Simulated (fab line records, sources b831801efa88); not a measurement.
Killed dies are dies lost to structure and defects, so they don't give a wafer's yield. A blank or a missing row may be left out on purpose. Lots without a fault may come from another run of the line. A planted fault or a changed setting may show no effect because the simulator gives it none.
fab line records | flow gf180mcu
record lots=24 wafers=72 last_day=34
route steps=602 shown V2@398 M3@409 V3@446 M5@537 TOP_METAL@581
lots that met no fault: from a run of the same line without faults
start_h: hours from the record's first day to the start of the lot's first wafer shown | wait_h: hours since the lot's step before | " the same as in the row above | L1.1+2: a row that stands for several wafers | - no value, or no start given | * or withheld: withheld | < > ~ a bound
route shown NAME@n: a module of which the file shows steps, and the number in the route of the first | usual: mean/standard deviation of fault-free wafers | same: alike in all rows | chamber/n: place in a boat | sites: the reading at each site | _std_site: their standard deviation | _edge_site: outer sites' mean less inner sites' | radius_mm: how far each site lies from the wafer's centre | mask NAME#n: copy n | behind: the tool/chamber that last shaped the wafer | hold: why the lot was held/for how many hours/how that ended | device: the transistor (n, p or np) that didn't switch | end of line: the same wafers' tests at the end of the route | a step without rows: its recipe alone | killed: dies lost to structure and defects at the first sort, not the wafer's yield | map: a wafer's dies, x killed, . not, _ none there
set.NAME: the setting as run; set.NAME@STEP: as run at that earlier step | model.NAME: the simulator's own value behind a step, which no gauge read
steps of the route over a sample of lots; a table a step, a row a wafer
services: from which hour (start_h, from the record's first day; less than 0 if before it) a tool's chamber was out of use, for how many hours, and why
## steps
# step GF_V2_ETCH_16
# recipe chemistry=N2/H2 target_depth_a=withheld overetch_a=withheld time_s=withheld target=BARC ion_energy_ev=200 source_w=500 bias_w=100 pressure_mtorr=30 n2_flow_sccm=100 h2_flow_sccm=200
# usual drypump_motor_current_A=5.7/0.45 oes_product_au=0.854/0.0047 throttle_valve_pct=13.224/0.0097
# columns lot.wafer tool chamber start_h wait_h drypump_motor_current_A oes_product_au throttle_valve_pct
L074.1 rie_diel-02 0 466.12 0.0 5.9 0.851 13.230
L074.2 " 3 " " 4.8 0.859 13.218
L074.6 " 2 " " 5.3 0.854 13.224
L075.2 rie_diel-04 3 470.17 0.0 5.2 0.856 13.231
L075.5 " 3 " " 5.2 0.844 13.247
L075.6 " 0 " " 5.3 0.855 13.227
L076.3 rie_diel-03 3 480.57 0.0 6.5 0.858 13.223
L076.4 " 2 " " 5.8 0.857 13.207
L076.6 " 2 " " 5.7 0.854 13.222
L077.2 rie_diel-02 0 491.52 0.0 6.0 0.842 13.229
L077.5 " 1 " " 6.2 0.854 13.228
L077.6 " 2 " " 5.3 0.856 13.229
L078.1 rie_diel-03 3 500.12 0.0 6.5 0.860 13.220
L078.2 " 0 " " 5.7 0.852 13.217
L078.5 " 2 " " 5.7 0.851 13.219
L079.1 rie_diel-03 2 509.17 0.0 5.7 0.851 13.223
L079.2 " 3 " " 6.6 0.854 13.236
L079.5 " 2 " " 5.7 0.856 13.212
L080.3 rie_diel-03 3 524.47 0.0 6.6 0.855 13.245
L080.4 " 1 " " 5.9 0.852 13.235
L080.5 " 3 " " 6.6 0.857 13.221
L081.1 rie_diel-03 3 534.35 0.0 6.6 0.856 13.232
L081.4 " 1 " " 5.9 0.856 13.228
L081.6 " 1 " " 5.9 0.857 13.222
L083.3 rie_diel-03 3 536.77 0.0 6.6 0.848 13.218
L083.4 " 0 " " 5.7 0.868 13.220
L083.6 " 1 " " 6.0 0.860 13.225
L082.1 rie_diel-04 0 541.17 0.0 5.3 0.861 13.228
L082.4 " 2 " " 5.6 0.855 13.208
L082.6 " 2 " " 5.6 0.848 13.211
L084.2 rie_diel-04 0 555.47 0.0 5.3 0.858 13.222
L084.4 " 1 " " 5.7 0.851 13.239
L084.5 " 2 " " 5.6 0.848 13.224
L085.2 rie_diel-02 0 575.57 0.0 5.9 0.852 13.237
L085.3 " 3 " " 4.8 0.856 13.243
L085.6 " 0 " " 6.0 0.855 13.235
L086.2 rie_diel-04 0 578.77 0.0 5.4 0.854 13.217
L086.4 " 3 " " 5.2 0.849 13.229
L086.5 " 2 " " 5.6 0.860 13.208
L088.2 rie_diel-04 1 581.12 0.0 5.7 0.855 13.223
L088.3 " 3 " " 5.2 0.861 13.214
L088.6 " 1 " " 5.8 0.858 13.207
L087.1 rie_diel-03 2 583.67 0.0 5.8 0.856 13.213
L087.3 " 3 " " 6.5 0.849 13.241
L087.4 " 0 " " 5.7 0.851 13.216
L089.2 rie_diel-03 3 601.17 0.0 6.6 0.854 13.238
L089.4 " 0 " " 5.7 0.859 13.237
L089.5 " 3 " " 6.6 0.849 13.214
L090.2 rie_diel-02 0 601.22 0.0 6.0 0.857 13.211
L090.5 " 1 " " 6.1 0.855 13.213
L090.6 " 0 " " 6.0 0.860 13.222
L091.1 rie_diel-02 3 606.22 0.0 4.8 0.858 13.235
L091.2 " 0 " " 5.9 0.845 13.236
L091.3 " 1 " " 6.1 0.850 13.218
L092.2 rie_diel-02 1 622.67 0.0 6.1 0.853 13.213
L092.5 " 3 " " 4.8 0.859 13.223
L092.6 " 0 " " 6.0 0.848 13.223
L093.1 rie_diel-04 0 624.02 0.0 5.3 0.857 13.231
L093.2 " 1 " " 5.7 0.847 13.231
L093.5 " 1 " " 5.7 0.851 13.224
L094.1 rie_diel-04 0 628.87 0.0 5.4 0.851 13.229
L094.4 " 2 " " 5.6 0.855 13.214
L094.6 " 1 " " 5.8 0.858 13.233
L095.1 rie_diel-02 3 640.62 0.0 4.8 0.849 13.206
L095.5 " 1 " " 6.1 0.855 13.225
L095.6 " 2 " " 5.3 0.854 13.207
L096.2 rie_diel-02 3 644.20 0.0 4.8 0.860 13.200
L096.3 " 1 " " 6.2 0.857 13.222
L096.5 " 3 " " 4.8 0.860 13.222
L097.2 rie_diel-04 2 646.02 0.0 5.6 0.852 13.219
L097.3 " 0 " " 5.3 0.857 13.221
L097.6 " 2 " " 5.6 0.855 13.232
# step GF_M3_SPUTTER_00
# recipe material=Ti target_thk_nm=37.5 arriving_ion_energy_ev=80 substrate_temp_c=200 chamber_pressure_pa=2 power_w=4000 time_s=150
# usual throttle_valve_pct=29.5/0.89
# columns lot.wafer tool chamber start_h wait_h throttle_valve_pct
L074.1 pvd_sputter-03 - 467.47 0.2 30.3
L074.2 " - " " 29.3
L074.6 " - " " 29.7
L075.2 pvd_sputter-01 - 471.72 0.2 29.0
L075.5 " - " " 30.5
L075.6 " - " " 28.8
L076.3 pvd_sputter-03 - 481.92 0.1 28.8
L076.4 " - " " 30.3
L076.6 " - " " 30.2
L077.2 pvd_sputter-01 - 492.99 0.1 31.0
L077.5 " - " " 30.5
L077.6 " - " " 28.6
L078.1 pvd_sputter-03 - 501.48 0.1 29.7
L078.2 " - " " 29.2
L078.5 " - " " 30.3
L079.1 pvd_sputter-03 - 510.52 0.2 29.1
L079.2 " - " " 29.4
L079.5 " - " " 29.2
L080.3 pvd_sputter-01 - 531.69 0.1 29.0
L080.4 " - " " 28.8
L080.5 " - " " 28.9
L081.1 pvd_sputter-01 - 535.75 0.1 30.6
L081.4 " - " " 31.1
L081.6 " - " " 28.8
L083.3 pvd_sputter-01 - 538.12 0.1 29.2
L083.4 " - " " 30.7
L083.6 " - " " 28.7
L082.1 pvd_sputter-03 - 542.52 0.1 30.1
L082.4 " - " " 29.2
L082.6 " - " " 29.8
L084.2 pvd_sputter-03 - 556.85 0.1 29.7
L084.4 " - " " 29.2
L084.5 " - " " 30.1
L085.2 pvd_sputter-03 - 576.92 0.1 29.1
L085.3 " - " " 29.4
L085.6 " - " " 29.6
L086.2 pvd_sputter-03 - 580.15 0.2 29.3
L086.4 " - " " 30.2
L086.5 " - " " 29.3
L088.2 pvd_sputter-02 - 582.47 0.1 27.4
L088.3 " - " " 28.4
L088.6 " - " " 29.3
L087.1 pvd_sputter-01 - 585.05 0.2 30.3
L087.3 " - " " 29.0
L087.4 " - " " 28.9
L089.2 pvd_sputter-01 - 602.52 0.1 30.9
L089.4 " - " " 30.5
L089.5 " - " " 31.3
L090.2 pvd_sputter-02 - 602.59 0.2 27.9
L090.5 " - " " 27.3
L090.6 " - " " 30.9
L091.1 pvd_sputter-02 - 607.57 0.1 28.5
L091.2 " - " " 30.8
L091.3 " - " " 27.4
L092.2 pvd_sputter-03 - 624.02 0.2 29.8
L092.5 " - " " 29.3
L092.6 " - " " 30.1
L093.1 pvd_sputter-02 - 625.66 0.1 30.7
L093.2 " - " " 29.0
L093.5 " - " " 27.7
L094.1 pvd_sputter-03 - 630.27 0.1 29.9
L094.4 " - " " 30.5
L094.6 " - " " 29.4
L095.1 pvd_sputter-03 - 641.98 0.1 29.1
L095.5 " - " " 29.9
L095.6 " - " " 29.0
L096.2 pvd_sputter-03 - 645.57 0.1 29.3
L096.3 " - " " 29.9
L096.5 " - " " 30.4
L097.2 pvd_sputter-02 - 647.60 0.2 27.6
L097.3 " - " " 29.2
L097.6 " - " " 28.5
# step GF_M3_SPUTTER_03
# recipe material=Ti target_thk_nm=10 substrate_temp_c=300 chamber_pressure_pa=0.3 power_w=3000 time_s=6.7
# usual throttle_valve_pct=29.5/0.91
# columns lot.wafer tool chamber start_h wait_h throttle_valve_pct
L074.1 pvd_sputter-03 - 467.63 0.0 30.1
L074.2 " - " " 29.3
L074.6 " - " " 29.9
L075.2 pvd_sputter-01 - 471.88 0.0 28.7
L075.5 " - " " 30.5
L075.6 " - " " 28.7
L076.3 pvd_sputter-03 - 482.08 0.0 29.1
L076.4 " - " " 30.1
L076.6 " - " " 30.4
L077.2 pvd_sputter-01 - 493.15 0.0 31.2
L077.5 " - " " 30.3
L077.6 " - " " 28.8
L078.1 pvd_sputter-03 - 501.64 0.0 29.6
L078.2 " - " " 28.8
L078.5 " - " " 30.1
L079.1 pvd_sputter-03 - 510.68 0.0 29.0
L079.2 " - " " 29.3
L079.5 " - " " 29.2
L080.3 pvd_sputter-01 - 531.85 0.0 28.8
L080.4 " - " " 29.0
L080.5 " - " " 28.9
L081.1 pvd_sputter-01 - 535.91 0.0 30.6
L081.4 " - " " 31.4
L081.6 " - " " 28.4
L083.3 pvd_sputter-01 - 538.28 0.0 28.9
L083.4 " - " " 31.0
L083.6 " - " " 28.8
L082.1 pvd_sputter-03 - 542.68 0.0 30.4
L082.4 " - " " 29.0
L082.6 " - " " 29.9
L084.2 pvd_sputter-03 - 557.01 0.0 29.9
L084.4 " - " " 29.3
L084.5 " - " " 30.2
L085.2 pvd_sputter-03 - 577.08 0.0 29.0
L085.3 " - " " 29.0
L085.6 " - " " 29.8
L086.2 pvd_sputter-03 - 580.31 0.0 29.0
L086.4 " - " " 30.3
L086.5 " - " " 29.3
L088.2 pvd_sputter-02 - 582.63 0.0 27.3
L088.3 " - " " 28.4
L088.6 " - " " 29.4
L087.1 pvd_sputter-01 - 585.21 0.0 30.4
L087.3 " - " " 28.7
L087.4 " - " " 28.9
L089.2 pvd_sputter-01 - 602.68 0.0 31.2
L089.4 " - " " 30.5
L089.5 " - " " 31.1
L090.2 pvd_sputter-02 - 602.75 0.0 27.3
L090.5 " - " " 27.3
L090.6 " - " " 30.5
L091.1 pvd_sputter-02 - 607.73 0.0 28.6
L091.2 " - " " 30.5
L091.3 " - " " 27.6
L092.2 pvd_sputter-03 - 624.18 0.0 29.9
L092.5 " - " " 29.5
L092.6 " - " " 30.3
L093.1 pvd_sputter-02 - 625.82 0.0 30.6
L093.2 " - " " 29.0
L093.5 " - " " 27.6
L094.1 pvd_sputter-03 - 630.43 0.0 29.8
L094.4 " - " " 30.3
L094.6 " - " " 29.0
L095.1 pvd_sputter-03 - 642.14 0.0 29.1
L095.5 " - " " 29.7
L095.6 " - " " 29.3
L096.2 pvd_sputter-03 - 645.73 0.0 29.0
L096.3 " - " " 30.1
L096.5 " - " " 30.2
L097.2 pvd_sputter-02 - 647.76 0.0 27.4
L097.3 " - " " 29.4
L097.6 " - " " 28.7
# step GF_V3_ETCH_17
# recipe chemistry=C4F8/O2/Ar mask_material=KrF target=SiO2 stop_on=TiN source_w=1500 bias_w=1200 pressure_mtorr=40 c4f8_flow_sccm=withheld O2_flow_sccm=6 Ar_flow_sccm=300 time_s=withheld target_depth_a=6350
# usual oes_product_au=0.856/0.005
# columns lot.wafer tool chamber start_h wait_h oes_product_au
L074.1 rie_diel-01 2 - - 0.858
L074.2 " 0 " " 0.844
L074.6 " 2 " " 0.852
L075.2 rie_diel-01 0 - - 0.849
L075.5 " 0 " " 0.856
L075.6 " 1 " " 0.859
L076.3 rie_diel-01 3 - - 0.852
L076.4 " 1 " " 0.857
L076.6 " 3 " " 0.852
L077.2 rie_diel-02 1 - - 0.858
L077.5 " 1 " " 0.858
L077.6 " 2 " " 0.857
L078.1 rie_diel-01 0 - - 0.857
L078.2 " 3 " " 0.852
L078.5 " 3 " " 0.850
L079.1 rie_diel-02 0 - - 0.854
L079.2 " 1 " " 0.857
L079.5 " 0 " " 0.851
L080.3 rie_diel-03 2 - - 0.858
L080.4 " 2 " " 0.855
L080.5 " 3 " " 0.857
L081.1 rie_diel-03 3 - - 0.854
L081.4 " 3 " " 0.853
L081.6 " 0 " " 0.855
L083.3 rie_diel-01 1 - - 0.851
L083.4 " 3 " " 0.852
L083.6 " 2 " " 0.854
L082.1 rie_diel-03 3 - - 0.853
L082.4 " 3 " " 0.860
L082.6 " 0 " " 0.859
L084.2 rie_diel-01 1 - - 0.855
L084.4 " 2 " " 0.858
L084.5 " 0 " " 0.849
L085.2 rie_diel-03 1 - - 0.849
L085.3 " 2 " " 0.855
L085.6 " 1 " " 0.854
L086.2 rie_diel-03 0 - - 0.852
L086.4 " 2 " " 0.857
L086.5 " 0 " " 0.853
L088.2 rie_diel-02 2 - - 0.855
L088.3 " 3 " " 0.845
L088.6 " 1 " " 0.860
L087.1 rie_diel-03 1 - - 0.854
L087.3 " 0 " " 0.859
L087.4 " 2 " " 0.857
L089.2 rie_diel-03 2 - - 0.859
L089.4 " 1 " " 0.855
L089.5 " 1 " " 0.860
L090.2 rie_diel-02 1 - - 0.863
L090.5 " 2 " " 0.857
L090.6 " 3 " " 0.854
L091.1 rie_diel-03 0 - - 0.856
L091.2 " 1 " " 0.867
L091.3 " 2 " " 0.851
L092.2 rie_diel-03 3 - - 0.871
L092.5 " 1 " " 0.859
L092.6 " 2 " " 0.856
L093.1 rie_diel-03 2 - - 0.858
L093.2 " 3 " " 0.858
L093.5 " 3 " " 0.855
L094.1 rie_diel-01 1 - - 0.859
L094.4 " 0 " " 0.860
L094.6 " 0 " " 0.856
L095.1 rie_diel-03 3 - - 0.850
L095.5 " 2 " " 0.862
L095.6 " 3 " " 0.856
L096.2 rie_diel-02 2 - - 0.846
L096.3 " 1 " " 0.860
L096.5 " 2 " " 0.858
L097.2 rie_diel-01 3 - - 0.859
L097.3 " 2 " " 0.851
L097.6 " 3 " " 0.858
# step GF_M5_STRIP_11
# recipe chemistry=O2/N2 power_w=1400 pressure_mtorr=1500 platen_temp_c=250 o2_flow_sccm=3000 n2_flow_sccm=300 overash_fraction=0.5
# usual drypump_motor_current_A=5.7/0.45 heater_power_w=327/24 oes_product_au=0.525/0.0047 strip_time_to_endpoint_s=7.07/0.038
# columns lot.wafer tool chamber start_h wait_h drypump_motor_current_A heater_power_w oes_product_au rf_hours_counter_h strip_time_to_endpoint_s
L074.1 plasma_asher-02 1 607.62 0.1 5.6 334 0.533 52 7.14
L074.2 " 0 " " 6.1 347 0.525 52 7.13
L074.6 " 0 " " 6.1 352 0.525 - 7.11
L075.2 plasma_asher-03 0 620.91 0.1 4.9 338 0.521 97 7.05
L075.5 " 1 " " 5.4 326 0.531 - 7.00
L075.6 " 0 " " 4.9 354 0.517 - 6.97
L076.3 plasma_asher-03 1 623.80 0.1 5.4 312 0.520 - 7.09
L076.4 " 0 " " 4.9 339 0.521 - 7.09
L076.6 " 1 " " 5.4 316 0.525 - 7.09
L077.2 plasma_asher-02 0 630.89 0.2 6.1 351 0.525 54 7.10
L077.5 " 0 " " 6.1 352 0.523 - 7.10
L077.6 " 1 " " 5.6 336 0.524 - 7.10
L078.1 plasma_asher-02 0 643.41 0.1 6.1 337 0.523 55 7.19
L078.2 " 1 " " 5.6 340 0.532 55 7.12
L078.5 " 1 " " 5.6 344 0.525 - 7.10
L079.1 plasma_asher-01 1 646.75 0.1 6.2 282 0.523 22 7.07
L079.2 " 0 " " 6.0 301 0.525 22 7.09
L079.5 " 1 " " 6.2 284 0.519 - 7.06
L080.3 plasma_asher-03 1 665.07 0.2 5.4 328 0.521 - 7.11
L080.4 " 0 " " 4.9 343 0.531 - 7.13
L080.5 " 1 " " 5.4 318 0.523 - 7.09
L081.1 plasma_asher-01 1 668.50 0.1 6.2 287 0.531 24 7.08
L081.4 " 0 " " 6.0 296 0.527 - 7.09
L081.6 " 1 " " 6.2 287 0.525 - 7.01
L083.3 plasma_asher-01 1 672.80 0.1 6.2 283 0.519 - 7.06
L083.4 " 0 " " 6.0 294 0.520 - 7.07
L083.6 " 0 " " 6.1 294 0.532 - 7.07
L082.1 plasma_asher-02 1 673.76 0.1 5.6 347 0.523 58 7.07
L082.4 " 0 " " 6.1 350 0.528 - 7.05
L082.6 " 1 " " 5.6 335 0.525 - 7.03
L084.2 plasma_asher-01 0 687.31 0.1 6.0 301 0.531 26 7.08
L084.4 " 0 " " 6.0 295 0.533 - 7.08
L084.5 " 0 " " 6.0 290 0.521 - 7.07
L085.2 plasma_asher-03 1 704.17 0.1 5.4 322 0.523 106 7.06
L085.3 " 0 " " 4.9 353 0.524 - 7.10
L085.6 " 0 " " 4.9 338 0.525 - 7.04
L086.2 plasma_asher-02 0 706.25 0.1 6.1 347 0.527 61 7.05
L086.4 " 0 " " 6.1 356 0.520 - 7.01
L086.5 " 0 " " 6.1 354 0.525 - 7.02
L088.2 plasma_asher-02 0 709.92 0.1 6.1 346 0.532 62 7.08
L088.3 " 1 " " 5.6 347 0.524 - 7.09
L088.6 " 1 " " 5.6 350 0.530 - 7.08
L087.1 plasma_asher-02 1 711.52 0.1 5.6 348 0.531 62 7.09
L087.3 " 1 " " 5.6 351 0.524 - 7.12
L087.4 " 0 " " 6.1 345 0.529 - 7.10
L089.2 plasma_asher-03 1 724.00 0.1 5.4 321 0.520 108 7.05
L089.4 " 1 " " 5.4 323 0.530 - 7.08
L089.5 " 1 " " 5.4 328 0.530 - 7.09
L090.2 plasma_asher-03 1 726.16 0.1 5.4 321 0.529 109 7.05
L090.5 " 1 " " 5.4 314 0.523 - 7.07
L090.6 " 0 " " 4.9 338 0.523 - 7.08
L091.1 plasma_asher-01 0 730.37 0.1 6.1 297 0.523 32 7.10
L091.2 " 1 " " 6.2 285 0.521 32 7.02
L091.3 " 1 " " 6.2 281 0.518 - 7.02
L092.2 plasma_asher-02 0 743.76 0.1 6.1 354 0.518 64 7.05
L092.5 " 1 " " 5.6 335 0.522 - 7.04
L092.6 " 0 " " 6.1 352 0.529 - 7.06
L093.1 plasma_asher-02 0 744.71 0.1 6.1 346 0.517 64 7.04
L093.2 " 1 " " 5.6 343 0.521 64 7.10
L093.5 " 0 " " 6.1 344 0.525 - 7.06
L094.1 plasma_asher-03 0 749.90 0.1 4.9 342 0.530 1 7.06
L094.4 " 0 " " 4.9 345 0.520 - 7.08
L094.6 " 0 " " 4.9 341 0.516 - 7.02
L095.1 plasma_asher-01 1 759.56 0.1 6.2 283 0.524 35 7.03
L095.5 " 0 " " 6.1 291 0.523 - 7.09
L095.6 " 1 " " 6.2 283 0.520 - 7.03
L096.2 plasma_asher-03 1 761.62 0.1 5.4 325 0.520 2 7.06
L096.3 " 1 " " 5.4 331 0.526 - 7.07
L096.5 " 0 " " 4.9 335 0.533 - 7.10
L097.2 plasma_asher-02 1 763.40 0.1 5.6 343 0.523 66 7.00
L097.3 " 1 " " 5.6 344 0.525 - 7.09
L097.6 " 1 " " 5.6 338 0.525 - 7.02
# step GF_TOP_METAL_CD_MEAS_14
# recipe target_cd_nm=440
# usual cd_nm=439.6/2.3
# columns lot.wafer tool chamber start_h wait_h cd_nm
L074.1 cd_sem-01 - 650.61 0.1 447.3
L074.2 " - " " 446.0
L074.6 " - " " 445.4
L075.2 cd_sem-02 - 664.08 0.1 440.7
L075.5 " - " " 440.1
L075.6 " - " " 439.9
L076.3 cd_sem-02 - 665.60 0.1 434.9
L076.4 " - " " 437.8
L076.6 " - " " 437.1
L077.2 cd_sem-01 - 673.59 0.2 439.5
L077.5 " - " " 439.1
L077.6 " - " " 440.9
L078.1 cd_sem-01 - 684.70 0.1 437.1
L078.2 " - " " 440.1
L078.5 " - " " 438.8
L079.1 cd_sem-02 - 688.16 0.1 440.3
L079.2 " - " " 441.6
L079.5 " - " " 442.6
L080.3 cd_sem-02 - 705.75 0.1 439.4
L080.4 " - " " 439.0
L080.5 " - " " 440.1
L081.1 cd_sem-02 - 708.66 0.1 438.3
L081.4 " - " " 438.4
L081.6 " - " " 436.7
L083.3 cd_sem-01 - 712.75 0.1 441.1
L083.4 " - " " 439.6
L083.6 " - " " 441.1
L082.1 cd_sem-02 - 713.95 0.1 440.7
L082.4 " - " " 439.7
L082.6 " - " " 440.0
L084.2 cd_sem-01 - 726.53 0.1 438.4
L084.4 " - " " 440.2
L084.5 " - " " 440.1
L085.2 cd_sem-02 - 742.18 0.1 437.9
L085.3 " - " " 437.5
L085.6 " - " " 437.9
L086.2 cd_sem-01 - 743.82 0.1 439.0
L086.4 " - " " 437.7
L086.5 " - " " 438.2
L088.2 cd_sem-02 - 748.01 0.1 437.7
L088.3 " - " " 441.0
L088.6 " - " " 438.5
L087.1 cd_sem-01 - 749.51 0.1 443.3
L087.3 " - " " 441.0
L087.4 " - " " 442.8
L089.2 cd_sem-02 - 760.71 0.1 440.0
L089.4 " - " " 439.5
L089.5 " - " " 434.2
L090.2 cd_sem-02 - 762.38 0.1 437.4
L090.5 " - " " 438.5
L090.6 " - " " 437.4
L091.1 cd_sem-02 - 767.16 0.1 439.9
L091.2 " - " " 442.5
L091.3 " - " " 439.3
L092.2 cd_sem-02 - 779.28 0.1 436.3
L092.5 " - " " 436.0
L092.6 " - " " 436.5
L093.1 cd_sem-02 - 780.11 0.1 442.3
L093.2 " - " " 443.3
L093.5 " - " " 442.0
L094.1 cd_sem-02 - 785.41 0.1 442.2
L094.4 " - " " 442.6
L094.6 " - " " 441.0
L095.1 cd_sem-01 - 793.99 0.1 437.4
L095.5 " - " " 435.7
L095.6 " - " " 437.7
L096.2 cd_sem-01 - 796.08 0.1 442.6
L096.3 " - " " 442.1
L096.5 " - " " 440.6
L097.2 cd_sem-02 - 797.58 0.1 440.4
L097.3 " - " " 440.7
L097.6 " - " " 439.1
## services
# columns tool chamber start_h hours kind
rie_diel-03 1 458.92 17.4 repair
rie_diel-04 0 471.38 7.7 repair
rie_diel-02 0 484.58 6.1 repair
rie_diel-03 2 487.37 10.9 repair
pvd_sputter-02 - 496.57 5.7 repair
plasma_asher-03 - 501.69 7.6 repair
rie_diel-03 0 506.57 23.4 repair
rie_diel-01 0 544.24 3.6 repair
rie_diel-02 2 550.40 13.7 repair
rie_diel-03 3 553.95 14.6 repair
rie_diel-01 1 556.93 16.6 repair
rie_diel-04 1 559.78 8.6 repair
plasma_asher-03 - 560.84 9.5 repair
rie_diel-04 3 561.20 6.8 repair
rie_diel-02 - 569.53 0.1 repair
rie_diel-03 2 587.30 3.3 repair
rie_diel-03 3 602.73 18.2 repair
rie_diel-03 2 607.73 2.4 repair
rie_diel-03 1 616.00 3.3 repair
pvd_sputter-01 - 662.35 2.1 repair
pvd_sputter-03 - 697.66 0.8 repair
pvd_sputter-01 - 702.26 14.7 repair
plasma_asher-02 - 721.14 14.6 pm
rie_diel-03 - 754.08 1.2 repair
## key
fault none
